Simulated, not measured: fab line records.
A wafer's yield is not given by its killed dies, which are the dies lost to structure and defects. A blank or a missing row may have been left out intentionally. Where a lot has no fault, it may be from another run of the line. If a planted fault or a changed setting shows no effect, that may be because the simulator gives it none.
fab line records -- flow sky130 -- part 2 of 2: steps 26 to 34 of 34
[record] lots = 5, wafers = 15, lastDay = 50
route steps=708 shown DNWELL@40 PWDE@45 NWELL@56
lots that met no fault: from a run of the same line without faults
startH: hours from the record's first day to the start of the lot's first wafer shown -- waitH: hours elapsed since this lot's preceding step -- " same as the row above -- L1.1+2: several wafers, shown together as one row -- - no value present, or no start provided -- * or withheld: withheld -- < > ~ a bound
route shown NAME@n: NAME is a module with steps in the file, n the number in the route of the first one -- usual: mean and standard deviation over wafers with no fault -- same: alike in all rows -- chamber/n: place in a boat -- sites: each site's reading -- _std_site: the values' standard deviation -- _edge_site: the outer-site mean with the inner-site mean subtracted -- radiusMm: how far each site lies from the wafer's centre -- mask NAME#n: copy n -- behind: tool/chamber where the wafer was last shaped -- hold: the reason the lot was held/the length of the hold in hours/how it ended -- device: transistor that didn't switch, given as n, p or np -- end of line: at the end of the route, the tests of the same wafers -- for a step that has no rows: nothing shown but its recipe -- killed: at the first sort, the dies lost to defects and structure; wafer yield is something else -- map: per-die view of a wafer (x killed, . not killed, _ where there is no die)
set.NAME: setting as actually run; set.NAME@STEP: the setting as run at that earlier step -- model.NAME: the simulator's own value behind a step, which no gauge read
lots at selected steps of the route; one table per step, one row per wafer
services: from which hour (startH, from the record's first day; less than 0 if before it) a tool's chamber was out of use, for how many hours, and why
[[steps]]
[step SKY_NWELL_IMPLANT_12]
[recipe] species = P, energyKev = 120, doseCm2 = 1.3e+12, tiltDeg = withheld
[usual] doseIonsCm2 = 1.3001e+12/1.5e+09
lot.wafer,tool,chamber,startH,waitH,doseIonsCm2
L081.1,implanter-04,0,131.13,0.1,1.2992e+12
L081.4,implanter-04,0,131.13,0.1,1.2999e+12
L081.6,implanter-04,0,131.13,0.1,1.3009e+12
L083.2,implanter-03,0,134.80,0.1,1.2985e+12
L083.5,implanter-03,0,134.80,0.1,1.3021e+12
L083.6,implanter-03,0,134.80,0.1,1.299e+12
L095.3,implanter-02,0,207.72,0.1,1.2998e+12
L095.4,implanter-02,0,207.72,0.1,1.2987e+12
L095.6,implanter-02,0,207.72,0.1,1.3012e+12
L096.3,implanter-04,0,212.58,0.1,1.3014e+12
L096.5,implanter-04,0,212.58,0.1,1.3011e+12
L096.6,implanter-04,0,212.58,0.1,1.3006e+12
L097.1,implanter-03,0,222.28,0.1,1.3032e+12
L097.2,implanter-03,0,222.28,0.1,1.2999e+12
L097.6,implanter-03,0,222.28,0.1,1.3004e+12
[step SKY_NWELL_IMPLANT_13]
[recipe] species = P, energyKev = 50, doseCm2 = 7e+11, tiltDeg = withheld
[usual] doseIonsCm2 = 7.001e+11/7.2e+08
lot.wafer,tool,chamber,startH,waitH,doseIonsCm2
L081.1,implanter-04,0,131.28,0.1,7.001e+11
L081.4,implanter-04,0,131.28,0.1,7.003e+11
L081.6,implanter-04,0,131.28,0.1,7.015e+11
L083.2,implanter-03,0,134.95,0.1,7.014e+11
L083.5,implanter-03,0,134.95,0.1,7.006e+11
L083.6,implanter-03,0,134.95,0.1,7.003e+11
L095.3,implanter-02,0,207.87,0.1,6.995e+11
L095.4,implanter-02,0,207.87,0.1,6.998e+11
L095.6,implanter-02,0,207.87,0.1,7.004e+11
L096.3,implanter-04,0,212.73,0.1,7e+11
L096.5,implanter-04,0,212.73,0.1,7.002e+11
L096.6,implanter-04,0,212.73,0.1,7.002e+11
L097.1,implanter-03,0,222.43,0.1,7.022e+11
L097.2,implanter-03,0,222.43,0.1,7.01e+11
L097.6,implanter-03,0,222.43,0.1,6.994e+11
[step SKY_NWELL_STRIP_14]
[recipe] chemistry = O2/N2, powerW = 1400, pressureMtorr = 1500, platenTempC = withheld, o2FlowSccm = 3000, n2FlowSccm = 300, overashFraction = 0.5
[usual] drypumpMotorCurrentA = 5.9/0.54, oesProductAu = 0.722/0.0048, stripTimeToEndpointS = 36.92/0.09
[same] overashFraction = 0.5
lot.wafer,tool,chamber,startH,waitH,drypumpMotorCurrentA,oesProductAu,rfHoursCounterH,stripTimeToEndpointS
L081.1,plasmaAsher-02,1,131.43,0.1,6.6,0.715,32,36.72
L081.4,plasmaAsher-02,1,131.43,0.1,6.6,0.723,-,36.72
L081.6,plasmaAsher-02,1,131.43,0.1,6.6,0.725,-,36.84
L083.2,plasmaAsher-04,0,135.07,0.1,5.4,0.723,48,36.82
L083.5,plasmaAsher-04,1,135.07,0.1,6.3,0.720,-,36.90
L083.6,plasmaAsher-04,0,135.07,0.1,5.3,0.725,-,36.89
L095.3,plasmaAsher-01,0,208.01,0.1,5.6,0.725,-,36.88
L095.4,plasmaAsher-01,1,208.01,0.1,6.5,0.715,-,36.84
L095.6,plasmaAsher-01,1,208.01,0.1,6.5,0.725,-,36.77
L096.3,plasmaAsher-02,1,212.86,0.1,6.7,0.727,-,36.95
L096.5,plasmaAsher-02,0,212.86,0.1,5.3,0.719,-,36.87
L096.6,plasmaAsher-02,1,212.86,0.1,6.6,0.725,-,36.93
L097.1,plasmaAsher-02,1,222.58,0.1,6.7,0.728,42,36.78
L097.2,plasmaAsher-02,0,222.58,0.1,5.3,0.730,42,36.88
L097.6,plasmaAsher-02,1,222.58,0.1,6.7,0.719,-,36.80
[step SKY_NWELL_TW_MEAS_15]
[usual] NWELL_TW = 1807/19
lot.wafer,tool,chamber,startH,waitH,NWELL_TW
L081.1,filmMetro-03,-,131.53,0.1,1809
L081.4,filmMetro-03,-,131.53,0.1,1807
L081.6,filmMetro-03,-,131.53,0.1,1803
L083.2,filmMetro-01,-,135.18,0.1,1822
L083.5,filmMetro-01,-,135.18,0.1,1823
L083.6,filmMetro-01,-,135.18,0.1,1822
L095.3,filmMetro-01,-,208.09,0.1,1843
L095.4,filmMetro-01,-,208.09,0.1,1833
L095.6,filmMetro-01,-,208.09,0.1,1826
L096.3,filmMetro-01,-,212.95,0.1,1833
L096.5,filmMetro-01,-,212.95,0.1,1821
L096.6,filmMetro-01,-,212.95,0.1,1831
L097.1,filmMetro-02,-,222.68,0.1,1794
L097.2,filmMetro-02,-,222.68,0.1,1792
L097.6,filmMetro-02,-,222.68,0.1,1791
[step SKY_NWELL_DEHYDRATE_16]
[recipe] tempC = 200, timeS = 60
[usual] exhaustPa = 45.2/0.88
lot.wafer,tool,chamber,startH,waitH,exhaustPa
L081.1,lithoTrack-02,0,140.89,9.4,44.7
L081.4,lithoTrack-02,0,140.89,9.4,44.7
L081.6,lithoTrack-02,0,140.89,9.4,45.4
L083.2,lithoTrack-02,0,144.77,9.6,46.0
L083.5,lithoTrack-02,0,144.77,9.6,45.4
L083.6,lithoTrack-02,0,144.77,9.6,45.4
L095.3,lithoTrack-01,0,218.75,10.6,45.1
L095.4,lithoTrack-01,0,218.75,10.6,45.3
L095.6,lithoTrack-01,0,218.75,10.6,46.6
L096.3,lithoTrack-02,0,223.69,10.7,45.0
L096.5,lithoTrack-02,0,223.69,10.7,43.9
L096.6,lithoTrack-02,0,223.69,10.7,44.4
L097.1,lithoTrack-04,0,233.19,10.5,45.2
L097.2,lithoTrack-04,0,233.19,10.5,44.9
L097.6,lithoTrack-04,0,233.19,10.5,45.1
[step SKY_NWELL_HMDS_17]
[recipe] primeTimeS = 60, primeTempC = 120
[usual] exhaustPa = 45.0/1, primeTempC = 120.02/0.13
lot.wafer,tool,chamber,startH,waitH,exhaustPa,primeTempC
L081.1,lithoTrack-02,0,141.04,0.1,44.1,119.79
L081.4,lithoTrack-02,0,141.04,0.1,43.3,119.77
L081.6,lithoTrack-02,0,141.04,0.1,44.2,120.03
L083.2,lithoTrack-02,0,144.92,0.1,45.0,120.04
L083.5,lithoTrack-02,0,144.92,0.1,45.7,120.29
L083.6,lithoTrack-02,0,144.92,0.1,45.7,120.17
L095.3,lithoTrack-01,0,218.90,0.1,44.7,120.01
L095.4,lithoTrack-01,0,218.90,0.1,45.1,119.98
L095.6,lithoTrack-01,0,218.90,0.1,44.7,119.91
L096.3,lithoTrack-02,0,223.84,0.1,46.9,119.88
L096.5,lithoTrack-02,0,223.84,0.1,45.0,120.16
L096.6,lithoTrack-02,0,223.84,0.1,45.6,120.08
L097.1,lithoTrack-04,0,233.34,0.1,45.9,119.96
L097.2,lithoTrack-04,0,233.34,0.1,47.0,119.99
L097.6,lithoTrack-04,0,233.34,0.1,46.7,120.04
[step SKY_NWELL_COAT_18]
[recipe] spinRpm = 2000, resistThkNm = 3000
[usual] exhaustPa = 45.2/0.82, spinSpeedRpm = 1999.7/1.4
lot.wafer,tool,chamber,startH,waitH,exhaustPa,spinSpeedRpm
L081.1,lithoTrack-02,0,141.19,0.1,45.6,2001.8
L081.4,lithoTrack-02,0,141.19,0.1,45.1,2002.1
L081.6,lithoTrack-02,0,141.19,0.1,45.2,1999.9
L083.2,lithoTrack-02,0,145.07,0.1,44.1,2000.1
L083.5,lithoTrack-02,0,145.07,0.1,43.9,2001.1
L083.6,lithoTrack-02,0,145.07,0.1,43.2,1998.8
L095.3,lithoTrack-01,0,219.05,0.1,44.6,1996.1
L095.4,lithoTrack-01,0,219.05,0.1,45.0,2000.5
L095.6,lithoTrack-01,0,219.05,0.1,45.3,1999.4
L096.3,lithoTrack-02,0,223.99,0.1,45.5,2000.4
L096.5,lithoTrack-02,0,223.99,0.1,46.2,1996.9
L096.6,lithoTrack-02,0,223.99,0.1,44.2,1999.1
L097.1,lithoTrack-04,0,233.49,0.1,46.7,1998.7
L097.2,lithoTrack-04,0,233.49,0.1,46.4,2000.6
L097.6,lithoTrack-04,0,233.49,0.1,46.1,1998.2
[step SKY_NWELL_SOFTBAKE_19]
[recipe] tempC = 110, timeS = withheld
[usual] exhaustPa = 45.1/0.95
lot.wafer,tool,chamber,startH,waitH,exhaustPa
L081.1,lithoTrack-02,0,141.34,0.1,44.4
L081.4,lithoTrack-02,0,141.34,0.1,44.1
L081.6,lithoTrack-02,0,141.34,0.1,45.2
L083.2,lithoTrack-02,0,145.23,0.1,44.0
L083.5,lithoTrack-02,0,145.23,0.1,46.8
L083.6,lithoTrack-02,0,145.23,0.1,43.9
L095.3,lithoTrack-01,0,219.21,0.1,44.5
L095.4,lithoTrack-01,0,219.21,0.1,44.3
L095.6,lithoTrack-01,0,219.21,0.1,45.1
L096.3,lithoTrack-02,0,224.16,0.1,43.1
L096.5,lithoTrack-02,0,224.16,0.1,43.4
L096.6,lithoTrack-02,0,224.16,0.1,43.5
L097.1,lithoTrack-04,0,233.64,0.1,45.3
L097.2,lithoTrack-04,0,233.64,0.1,45.3
L097.6,lithoTrack-04,0,233.64,0.1,44.3
[step SKY_NWELL_EXPOSE_20]
[recipe] maskId = NWM_COMPLEMENT, na = 0.6, sourceShape = conventional, sigmaOuter = 0.6, polarization = unpolarized, targetCdNm = 840, doseMj = 260
[usual] stageVelMmS = 500.01/0.25
lot.wafer,tool,chamber,startH,waitH,mask,stageVelMmS
L081.1,ilineStepper-02,0,-,-,NWM_COMPLEMENT#0,499.48
L081.4,ilineStepper-02,0,-,-,NWM_COMPLEMENT#0,499.93
L081.6,ilineStepper-02,0,-,-,NWM_COMPLEMENT#0,499.94
L083.2,ilineStepper-01,0,-,-,NWM_COMPLEMENT#0,499.89
L083.5,ilineStepper-01,0,-,-,NWM_COMPLEMENT#0,500.10
L083.6,ilineStepper-01,0,-,-,NWM_COMPLEMENT#0,500.46
L095.3,ilineStepper-02,0,-,-,NWM_COMPLEMENT#0,500.12
L095.4,ilineStepper-02,0,-,-,NWM_COMPLEMENT#0,500.38
L095.6,ilineStepper-02,0,-,-,NWM_COMPLEMENT#0,500.15
L096.3,ilineStepper-02,0,-,-,NWM_COMPLEMENT#0,500.03
L096.5,ilineStepper-02,0,-,-,NWM_COMPLEMENT#0,499.92
L096.6,ilineStepper-02,0,-,-,NWM_COMPLEMENT#0,500.21
L097.1,ilineStepper-01,0,-,-,NWM_COMPLEMENT#0,500.12
L097.2,ilineStepper-01,0,-,-,NWM_COMPLEMENT#0,499.88
L097.6,ilineStepper-01,0,-,-,NWM_COMPLEMENT#0,499.86
[[services]]
tool,chamber,startH,hours,kind
implanter-04,-,89.31,0.7,repair
implanter-04,-,94.00,2.9,repair
implanter-03,-,100.21,2.9,pm
plasmaAsher-03,-,108.78,9.0,pm
plasmaAsher-03,0,108.78,9.0,ventCycle
plasmaAsher-03,1,108.78,9.0,ventCycle
plasmaAsher-03,0,117.78,-,clean
plasmaAsher-03,1,117.78,-,clean
implanter-03,-,137.29,2.0,pm
implanter-02,-,137.63,2.7,repair
implanter-04,-,144.88,13.2,repair
ilineStepper-02,-,156.06,11.4,repair
implanter-04,-,158.12,4.9,pm
implanter-01,-,162.98,21.8,pm
ilineStepper-01,-,167.61,1.7,pm
ilineStepper-01,-,167.72,0.8,repair
plasmaAsher-01,-,171.03,2.8,pm
plasmaAsher-04,-,182.90,10.3,pm
implanter-03,-,189.67,1.4,repair
plasmaAsher-03,-,192.72,4.5,repair
implanter-03,-,195.31,23.4,pm
plasmaAsher-01,-,212.75,12.0,repair
implanter-04,-,216.13,3.8,repair
implanter-04,-,218.95,5.1,repair
